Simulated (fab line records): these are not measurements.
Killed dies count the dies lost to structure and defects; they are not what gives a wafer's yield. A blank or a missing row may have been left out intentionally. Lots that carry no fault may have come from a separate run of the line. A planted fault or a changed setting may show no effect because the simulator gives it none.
One fault through the eyes of 2 desks | flow sky130 | only its own numbers are on each desk; what lay behind them is given at the end

METROLOGY DESK
Means of the sampled wafers that have a number, per lot and without regard to the tool the lot ran on: this is what the gauges read. If a lot's mean is further than 4 standard deviations from the usual mean, the lot is out of limits and carries the mark OUT (the distance appears in the brackets).
Columns: A = cd nm at SKY_LI_CONTACT_CD_MEAS_12, usual 170.2 nm; B = LI_CONTACT_OVL at SKY_LI_CONTACT_OVL_MEAS_13, usual -1 nm
lot  | first seen here | A     | B
L435 | day 31 04:04    | 169.9 | -4
L437 | day 31 18:19    | 170.8 | 0
L441 | day 32 13:48    | 169.5 | -2
L444 | day 33 11:40    | 172.7 | -8
L450 | day 35 14:32    | 168.9 | -4
L453 | day 36 08:51    | 169.5 | 5
Finding of this desk: none of the 6 lots has anything out of limits.

THE TOOL OWNER'S DESK: pvd sputter-02
The tool's own readings at SKY_LI_CONTACT_SPUTTER_19 (material Ti, target thk 20 nm, time 106.37 s): means of the sampled wafers that have a number, for each lot that ran on this tool. If a lot's mean is further than 4 standard deviations from the usual mean, the lot is out of limits and carries the mark OUT (the distance appears in the brackets).
Columns: A = cathode dc power W at SKY_LI_CONTACT_SPUTTER_19, usual 2500.0 W; B = throttle valve pct at SKY_LI_CONTACT_SPUTTER_19, usual 29.3 %
lot  | first seen here | A      | B
L437 | day 31 18:54    | 2500.0 | 28.9
L441 | day 32 14:23    | 2500.1 | 29.7
L444 | day 33 12:11    | 2499.7 | 29.0
Finding of this desk: none of the 3 lots has anything out of limits.

BROUGHT TOGETHER
Nothing out of limits was seen by the metrology desk.
The desk of the tool owner found nothing out of limits.

WHAT WAS PUT IN BY THE SIMULATOR
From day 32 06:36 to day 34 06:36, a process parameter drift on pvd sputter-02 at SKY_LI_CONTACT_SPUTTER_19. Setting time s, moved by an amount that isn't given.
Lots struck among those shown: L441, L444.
